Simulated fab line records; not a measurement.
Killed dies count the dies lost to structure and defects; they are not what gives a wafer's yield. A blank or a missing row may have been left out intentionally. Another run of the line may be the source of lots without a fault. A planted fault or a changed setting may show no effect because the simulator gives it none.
fab line records	flow gf180mcu
record: lots: 13	wafers: 37	last-day: 34
route steps=602 shown STI@24 DNWELL@40 VT_IMPLANT@100 HV_LDD@214
lots that met no fault: from a run of the same line without faults
start-h: the number of hours between the record's first day and the start of the first shown wafer of the lot	wait-h: hours from the lot's prior step to this one	" the same as in the row above	L1.1+2: a row that stands for several wafers	- no value, or no start was given	* or withheld: withheld	< > ~ a bound
route shown NAME@n: NAME is a module with steps in the file, n the number in the route of the first one	usual: mean/standard deviation taken from wafers without a fault	same: alike in all rows	chamber/n: place in a boat	sites: readings site by site	_std_site: how widely they spread, as a standard deviation	_edge_site: mean of outer sites minus mean of inner sites	radius-mm: for every site, how far away it sits from the centre of the wafer	mask NAME#n: copy n	behind: tool/chamber where the wafer was last shaped	hold: why the lot was held/for how many hours/how that ended	device: whichever transistor did not switch (one of n, p or np)	end of line: tests of these same wafers at the route's end	a step given without rows: its recipe and nothing more	killed: count of dies lost to structure and defects at first sort (not the wafer's yield)	map: the dies of a wafer, with x for killed, . for not killed, _ for no die there
set.NAME: setting as actually run; set.NAME@STEP: the setting as run at that earlier step	model.NAME: the simulator's own value behind a step, which no gauge read
the route's steps for a sample of lots (tables are steps, rows are wafers)
services: from which hour (start-h, from the record's first day; less than 0 if before it) a tool's chamber was out of use, for how many hours, and why
== steps ==
step: GF_STI_CVD_23
recipe: material: SiO2	target-thk-nm: 650	sigma-open-frac: 0.3	time-s: 108.3	temp-c: 600	sih4-flow-sccm: 60	pressure-mtorr: 6
lot.wafer	tool	chamber	start-h	wait-h
L769.1+5+6	hdpcvd-02	2,0,1	27.70	0.1
L770.3+5+6	hdpcvd-01	1,0,1	35.32	0.0
L772.1+3+4	hdpcvd-01	2,1,1	43.40	0.1
L777.2+3	hdpcvd-02	1,0	72.02	0.0
L779.1+2+6	hdpcvd-02	0,1,2	83.18	0.1
L780.3+6	hdpcvd-02	2,1	88.35	0.0
L783.3+5+6	hdpcvd-01	1,1,2	98.71	0.0
L784.2+4+5	hdpcvd-01	2,2,0	104.06	0.0
L786.1+2+3	hdpcvd-01	0,1,2	114.50	0.1
L787.2+3+6	hdpcvd-01	1,2,1	120.01	0.0
L789.3+5+6	hdpcvd-01	0,0,1	131.90	0.0
L790.1+3+5	hdpcvd-01	2,1,2	135.70	0.1
L791.2+3+6	hdpcvd-02	2,0,2	141.19	0.0
step: GF_STI_THK_MEAS_24
recipe: reads: SiO2_of_STI_CVD_23
usual: STI_CVD_23_THK: 649/7.7
lot.wafer	tool	chamber	start-h	wait-h	STI_CVD_23_THK[nm]
L769.1	film-metro-01	-	27.78	0.0	664
L769.5	"	-	"	"	658
L769.6	"	-	"	"	659
L770.3	film-metro-04	-	35.42	0.1	651
L770.5	"	-	"	"	649
L770.6	"	-	"	"	655
L772.1	film-metro-01	-	43.49	0.1	650
L772.3	"	-	"	"	651
L772.4	"	-	"	"	652
L777.2	film-metro-01	-	72.10	0.0	712
L777.3	"	-	"	"	709
L779.1	film-metro-01	-	83.25	0.0	637
L779.2	"	-	"	"	707
L779.6	"	-	"	"	642
L780.3	film-metro-01	-	88.45	0.1	711
L780.6	"	-	"	"	636
L783.3	film-metro-04	-	98.81	0.1	651
L783.5	"	-	"	"	652
L783.6	"	-	"	"	648
L784.2	film-metro-03	-	104.15	0.0	643
L784.4	"	-	"	"	644
L784.5	"	-	"	"	648
L786.1	film-metro-03	-	114.58	0.0	648
L786.2	"	-	"	"	656
L786.3	"	-	"	"	651
L787.2	film-metro-04	-	120.10	0.0	646
L787.3	"	-	"	"	641
L787.6	"	-	"	"	651
L789.3	film-metro-03	-	132.00	0.1	667
L789.5	"	-	"	"	656
L789.6	"	-	"	"	659
L790.1	film-metro-01	-	135.78	0.0	664
L790.3	"	-	"	"	658
L790.5	"	-	"	"	664
L791.2	film-metro-03	-	141.28	0.0	651
L791.3	"	-	"	"	639
L791.6	"	-	"	"	654
step: GF_STI_CMP_25
recipe: stop-on: Si3N4	t-overpolish-s: 33	down-force-psi: 4	platen-rpm: 60	target-thk-nm: 524.6	pad-velocity-m-s: 0.94248
usual: head-pressure-psi: 4.000/0.0089	motor-current-A: 12.0/1.2	time-to-endpoint-s: 120/4.4
lot.wafer	tool	chamber	start-h	wait-h	head-pressure-psi	motor-current-A	time-to-endpoint-s
L769.1	cmp-02	2	27.99	0.2	3.986	12.7	131
L769.6	"	3	"	"	4.019	10.9	129
L769.5	"	0	"	"	4.003	11.7	124
L770.3	cmp-01	2	35.56	0.1	3.988	12.6	119
L770.5	"	0	"	"	4.000	13.0	117
L770.6	"	1	"	"	4.003	9.5	125
L772.3	cmp-02	3	43.55	0.0	4.009	10.7	127
L772.1	"	0	"	"	3.994	11.7	118
L772.4	"	1	"	"	3.985	11.9	123
L777.3	cmp-02	0	72.15	0.0	4.015	11.8	128
L777.2	"	3	"	"	4.006	11.3	137
L779.2	cmp-01	2	83.36	0.1	4.010	12.7	128
L779.1	"	0	"	"	3.982	12.5	114
L779.6	"	1	"	"	3.990	10.2	124
L780.3	cmp-02	1	88.49	0.0	3.990	12.0	130
L780.6	"	2	"	"	4.005	13.6	123
L783.3	cmp-01	0	99.00	0.2	3.998	12.1	118
L783.6	"	1	"	"	4.000	9.6	123
L783.5	"	2	"	"	4.007	11.9	119
L784.4	cmp-02	2	104.20	0.0	4.014	13.5	119
L784.2	"	1	"	"	3.990	11.9	116
L784.5	"	2	"	"	4.016	12.8	120
L786.1	cmp-02	1	114.69	0.1	4.013	11.8	115
L786.3	"	2	"	"	3.991	13.5	120
L786.2	"	3	"	"	3.993	11.0	121
L787.2	cmp-01	0	120.15	0.0	4.008	13.0	113
L787.3	"	1	"	"	3.998	9.8	122
L787.6	"	0	"	"	4.008	12.9	118
L789.3	cmp-01	2	132.04	0.0	4.003	12.0	124
L789.5	"	2	"	"	3.997	12.3	121
L789.6	"	3	"	"	4.004	13.2	125
L790.1	cmp-02	0	135.84	0.1	3.996	11.1	116
L790.3	"	1	"	"	4.006	11.7	125
L790.5	"	0	"	"	3.995	11.6	122
L791.2	cmp-01	0	141.33	0.0	4.008	13.2	113
L791.3	"	3	"	"	3.986	13.3	115
L791.6	"	0	"	"	4.001	13.1	115
step: GF_DNWELL_STRIP_08
recipe: chemistry: O2/N2	power-w: 1400	pressure-mtorr: 1500	platen-temp-c: 250	o2-flow-sccm: 3000	n2-flow-sccm: 300	overash-fraction: 0.5
usual: chamber-pressure-mTorr: 1499.9/1.4	drypump-motor-current-A: 5.6/0.47	heater-power-w: 331/29	oes-product-au: 0.723/0.0045	strip-time-to-endpoint-s: 36.92/0.11
lot.wafer	tool	chamber	start-h	wait-h	chamber-pressure-mTorr	drypump-motor-current-A	heater-power-w	oes-product-au	rf-hours-counter-h	strip-time-to-endpoint-s
L769.1	plasma-asher-01	0	42.25	0.1	1497.6	5.5	314	0.731	38	36.86
L769.5	"	1	"	"	1502.2	6.2	315	0.726	-	36.90
L769.6	"	0	"	"	1500.6	5.5	323	0.719	-	36.76
L770.3	plasma-asher-01	1	50.63	0.1	1500.5	6.2	312	0.719	-	36.84
L770.5	"	1	"	"	1499.6	6.2	316	0.723	-	36.81
L770.6	"	0	"	"	1499.3	5.5	321	0.721	-	36.72
L772.1	plasma-asher-04	0	59.05	0.1	1499.3	4.9	392	0.724	41	36.83
L772.3	"	0	"	"	1500.3	4.9	383	0.726	-	36.76
L772.4	"	1	"	"	1500.9	5.4	329	0.725	-	36.86
L777.2	plasma-asher-04	0	87.65	0.1	1501.6	4.9	388	0.717	44	36.85
L777.3	"	0	"	"	1499.2	4.9	377	0.713	-	36.91
L779.1	plasma-asher-04	0	99.90	0.1	1501.0	4.9	386	0.718	46	37.06
L779.2	"	1	"	"	1500.1	5.4	331	0.731	46	37.02
L779.6	"	0	"	"	1499.0	4.9	384	0.723	-	37.03
L780.3	plasma-asher-01	1	104.28	0.1	1501.6	6.2	319	0.728	-	37.12
L780.6	"	0	"	"	1498.6	5.5	316	0.725	-	37.05
L783.3	plasma-asher-04	0	115.78	0.1	1499.6	4.9	392	0.715	-	37.07
L783.5	"	0	"	"	1498.4	4.9	390	0.724	-	37.12
L783.6	"	1	"	"	1500.7	5.5	328	0.718	-	37.07
L784.2	plasma-asher-01	0	120.65	0.1	1499.7	5.5	322	0.722	46	36.86
L784.4	"	0	"	"	1500.3	5.5	326	0.726	-	36.90
L784.5	"	1	"	"	1499.4	6.2	315	0.726	-	36.79
L786.1	plasma-asher-01	1	132.45	0.1	1500.7	6.2	309	0.722	48	36.87
L786.2	"	0	"	"	1503.1	5.5	317	0.722	48	36.86
L786.3	"	0	"	"	1499.3	5.5	320	0.715	-	36.91
L787.2	plasma-asher-01	1	137.25	0.1	1498.0	6.2	312	0.720	48	36.94
L787.3	"	1	"	"	1499.2	6.2	308	0.720	-	36.99
L787.6	"	0	"	"	1500.9	5.5	313	0.724	-	36.95
L789.3	plasma-asher-01	0	149.38	0.1	1497.1	5.5	326	0.723	-	36.75
L789.5	"	1	"	"	1499.9	6.2	315	0.734	-	36.71
L789.6	"	0	"	"	1500.8	5.5	315	0.727	-	36.71
L790.1	plasma-asher-01	1	154.00	0.1	1501.7	6.2	319	0.731	50	36.97
L790.3	"	0	"	"	1499.0	5.5	316	0.721	-	36.98
L790.5	"	1	"	"	1500.4	6.2	309	0.724	-	36.94
L791.2	plasma-asher-01	1	158.00	0.1	1501.5	6.2	312	0.719	50	36.89
L791.3	"	0	"	"	1498.4	5.5	320	0.729	-	36.88
L791.6	"	1	"	"	1499.6	6.2	316	0.719	-	36.95
step: GF_VT_IMPLANT_TW_MEAS_10
usual: VT_IMPLANT_TW: 569/3.9
lot.wafer	tool	chamber	start-h	wait-h	VT_IMPLANT_TW
L769.1	film-metro-04	-	109.33	0.1	567
L769.5	"	-	"	"	568
L769.6	"	-	"	"	568
L770.3	film-metro-04	-	117.43	0.1	567
L770.5	"	-	"	"	566
L770.6	"	-	"	"	566
L772.1	film-metro-02	-	129.11	0.1	573
L772.3	"	-	"	"	572
L772.4	"	-	"	"	570
L777.2	film-metro-01	-	161.19	0.1	563
L777.3	"	-	"	"	568
L779.1	film-metro-04	-	177.78	0.1	574
L779.2	"	-	"	"	574
L779.6	"	-	"	"	570
L780.3	film-metro-04	-	181.25	0.1	573
L780.6	"	-	"	"	570
L783.3	film-metro-02	-	195.20	0.1	571
L783.5	"	-	"	"	572
L783.6	"	-	"	"	571
L784.2	film-metro-01	-	200.66	0.1	565
L784.4	"	-	"	"	568
L784.5	"	-	"	"	564
L786.1	film-metro-01	-	215.23	0.1	562
L786.2	"	-	"	"	565
L786.3	"	-	"	"	563
L787.2	film-metro-02	-	221.14	0.1	573
L787.3	"	-	"	"	572
L787.6	"	-	"	"	573
L789.3	film-metro-01	-	235.70	0.1	563
L789.5	"	-	"	"	563
L789.6	"	-	"	"	562
L790.1	film-metro-02	-	240.00	0.1	569
L790.3	"	-	"	"	571
L790.5	"	-	"	"	569
L791.2	film-metro-01	-	244.56	0.1	563
L791.3	"	-	"	"	565
L791.6	"	-	"	"	559
step: GF_HV_LDD_TW_MEAS_38
usual: HV_LDD_3_TW: 1451/13
lot.wafer	tool	chamber	start-h	wait-h	HV_LDD_3_TW
L769.1	film-metro-02	-	249.70	0.1	1459
L769.5	"	-	"	"	1458
L769.6	"	-	"	"	1458
L770.3	film-metro-01	-	260.62	0.1	1433
L770.5	"	-	"	"	1431
L770.6	"	-	"	"	1439
L772.1	film-metro-03	-	271.35	0.1	1447
L772.3	"	-	"	"	1451
L772.4	"	-	"	"	1444
L777.2	film-metro-02	-	315.77	0.1	1460
L777.3	"	-	"	"	1457
L779.1	film-metro-01	-	338.21	0.1	1441
L779.2	"	-	"	"	1431
L779.6	"	-	"	"	1444
L780.3	film-metro-02	-	338.88	0.1	1464
L780.6	"	-	"	"	1452
L783.3	film-metro-01	-	360.02	0.1	1435
L783.5	"	-	"	"	1440
L783.6	"	-	"	"	1435
L784.2	film-metro-03	-	366.66	0.1	1461
L784.4	"	-	"	"	1452
L784.5	"	-	"	"	1461
L786.1	film-metro-03	-	386.05	0.1	1453
L786.2	"	-	"	"	1443
L786.3	"	-	"	"	1447
L787.2	film-metro-01	-	392.81	0.1	1430
L787.3	"	-	"	"	1439
L787.6	"	-	"	"	1434
L789.3	film-metro-01	-	414.62	0.1	1435
L789.5	"	-	"	"	1445
L789.6	"	-	"	"	1433
L790.1	film-metro-02	-	422.00	0.1	1474
L790.3	"	-	"	"	1477
L790.5	"	-	"	"	1476
L791.2	film-metro-01	-	430.06	0.1	1440
L791.3	"	-	"	"	1442
L791.6	"	-	"	"	1437
== services ==
tool	chamber	start-h	hours	kind
cmp-01	-	9.33	1.0	repair
cmp-01	-	18.75	1.0	repair
cmp-02	-	19.72	1.4	repair
cmp-02	-	22.72	2.0	repair
plasma-asher-04	-	31.11	1.9	repair
hdpcvd-02	-	41.39	6.0	pm
plasma-asher-04	-	44.94	6.1	repair
cmp-02	-	47.48	5.2	pm
cmp-01	-	49.20	3.3	repair
cmp-01	-	64.00	4.0	pm
cmp-01	-	68.00	-	consumable-replace:conditioner
cmp-01	-	68.00	-	consumable-replace:pad
plasma-asher-01	-	86.15	0.7	repair
plasma-asher-04	-	146.70	0.5	repair
== key ==
first-sign: step: GF_STI_THK_MEAS_24	reading: STI_CVD_23_THK	direction: up	sigmas: 7.8	usual: 649	struck: 710
effect: step: GF_STI_CMP_25	reading: time-to-endpoint-s	direction: up	sigmas: 2.5	usual: *	struck: *
met-at GF_STI_CVD_23
struck-lots L777,L779,L780
struck-wafers L777.2,L777.3,L779.2,L780.3
tester-left-out L777,L779,L780
not-acting-at GF_DNWELL_STRIP_08,GF_VT_IMPLANT_TW_MEAS_10,GF_HV_LDD_TW_MEAS_38
onset-between 27.70 72.02
fault: kind: process-parameter-drift	tool: hdpcvd-02	chamber: -	onset-h: 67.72	steps: GF_STI_CVD_23	channel: target-thk-nm	offset: 67.914	shape: step	end-h: 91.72	scope: struck-wafers-only	acts-in: these-recipes-only	stated: 650
tester-left-out: of these lots the tester's yield and bins aren't shown, on N5 and GAA mostly nor the transistor test; their killed dies are dies lost to structure and defects alone, not to doping, threshold or leakage, so they don't give the yield
